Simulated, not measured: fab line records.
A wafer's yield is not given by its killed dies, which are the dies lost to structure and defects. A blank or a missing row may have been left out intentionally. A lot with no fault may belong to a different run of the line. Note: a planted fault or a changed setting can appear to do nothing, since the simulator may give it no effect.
2 desks, one fault	flow sky130	each desk has only its own numbers; what lay behind them comes last

== DESK OF THE TOOL OWNER: litho track-04 ==
The tool's own readings at SKY_SD_N_DEVELOP_06 (develop time 60 s): means of the sampled wafers that have a number, for each lot that ran on this tool. Marked OUT: a lot whose mean sits more than 4 standard deviations from the usual mean, which makes it out of limits; the brackets give that distance.
Columns: A = developer temp C at SKY_SD_N_DEVELOP_06, usual 23.01 C; B = exhaust pa at SKY_SD_N_DEVELOP_06, usual 45.2 Pa
lot	first seen here	A	B
L158	day 29 03:31	24.08 (+8.9) OUT	44.2
L159	day 29 11:49	23.93 (+7.6) OUT	45.1
L168	day 32 08:32	23.03	44.6
L169	day 32 13:16	23.15	46.5
L172	day 33 07:25	23.09	45.7
L173	day 33 20:50	23.06	46.3
L176	day 35 03:14	23.04	45.5
L178	day 35 10:26	23.12	43.9
This desk finds L158, L159 out of limits, L158 being first, at day 29 03:31 (developer temp C at SKY_SD_N_DEVELOP_06). Within limits: L168, L169, L172, L173, L176, L178.

== FROM THE METROLOGY DESK ==
What the gauges read, lot by lot, whatever tool the lot ran on: means of the sampled wafers that have a number. Marked OUT: a lot whose mean sits more than 4 standard deviations from the usual mean, which makes it out of limits; the brackets give that distance.
Columns: A = SD_P_TW at SKY_SD_P_TW_MEAS_11, usual 2818
lot	first seen here	A
L155	day 25 03:32	2779
L158	day 26 19:34	2836
L159	day 27 03:04	2828
L168	day 30 02:06	2820
L169	day 30 06:58	2811
L170	day 30 09:26	2801
L171	day 30 19:46	2805
L172	day 31 02:19	2786
L173	day 31 16:41	2844
L174	day 32 13:46	2799
L176	day 32 23:07	2821
L177	day 32 23:25	2817
L175	day 33 03:01	2823
L178	day 33 06:35	2843
This desk found nothing out of limits on any of the 14 lots.

== BROUGHT TOGETHER ==
The tool owner's desk had the chance to raise an alarm at day 29 03:31 on L158, L159.
From the metrology desk's view, nothing was out of limits.
The metrology desk holds a record of L158, L159, inside its limits.
Every lot named ran SKY_SD_N_DEVELOP_06 on litho track-04.

== WHAT THE SIMULATOR HAD INSERTED ==
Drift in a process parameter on litho track-04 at SKY_SD_N_DEVELOP_06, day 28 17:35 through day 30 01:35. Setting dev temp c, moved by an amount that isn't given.
Lots struck among those shown: L158, L159.
Delay in hours, fault start to first out-of-limits reading, by desk: the tool owner's desk at 10.
